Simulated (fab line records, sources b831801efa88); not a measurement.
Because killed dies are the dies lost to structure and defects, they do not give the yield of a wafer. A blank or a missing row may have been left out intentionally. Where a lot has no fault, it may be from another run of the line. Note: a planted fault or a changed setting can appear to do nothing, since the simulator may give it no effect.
Matching of chambers    flow gf180mcu    3 sister chambers for GF_CONTACT_CVD_02 on pecvd-04
The step deposits SiO2 from TEOS, target thk 860 nm, time 95.992 s. 14 wafers are shown with their chamber, then 7 later ones without.

## WAFERS WITH THEIR CHAMBER
wafer   chamber  heaterPowerW (W)
L197.1  2        764
L197.2  0        531
L197.3  1        601
L198.1  2        704
L198.5  2        754
L198.6  1        695
L202.2  0        484
L202.3  2        718
L202.4  1        594
L208.2  2        674
L208.3  1        681
L208.5  2        750
L211.2  1        698
L211.4  0        554

SIGNATURES, as means of the wafers listed above
reading       chamber 0  chamber 1  chamber 2  scatter within a chamber
heaterPowerW  523.00     653.80     727.33     41.9
Rule: a wafer lies at a distance from a chamber equal to the root of the sum of squares, over the readings, of (its reading less the chamber's mean, divided by the reading's scatter). If the next closest chamber is less than 2 further off than the closest, the wafer can't be placed; otherwise it belongs to the closest. The scatter: the root of (the sum of the squares of (reading less its chamber's mean) over the shown wafers, divided by (wafers less chambers)).

## WAFERS MISSING THEIR CHAMBER
wafer   heaterPowerW (W)
L211.5  753
L216.1  470
L216.4  715
L216.5  516
L219.1  662
L219.2  477
L219.4  704

## WHICH CHAMBER EACH ONE RAN IN
wafer   from the rows above      in truth
L211.5  can't be placed: 2 or 1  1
L216.1  0                        0
L216.4  can't be placed: 2 or 1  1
L216.5  0                        0
L219.1  can't be placed: 1 or 2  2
L219.2  0                        0
L219.4  can't be placed: 2 or 1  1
3 of 7 placed correctly. Can't be placed from these rows: 4 (the true chamber is among the candidates in 4). Placed wrongly: 0.
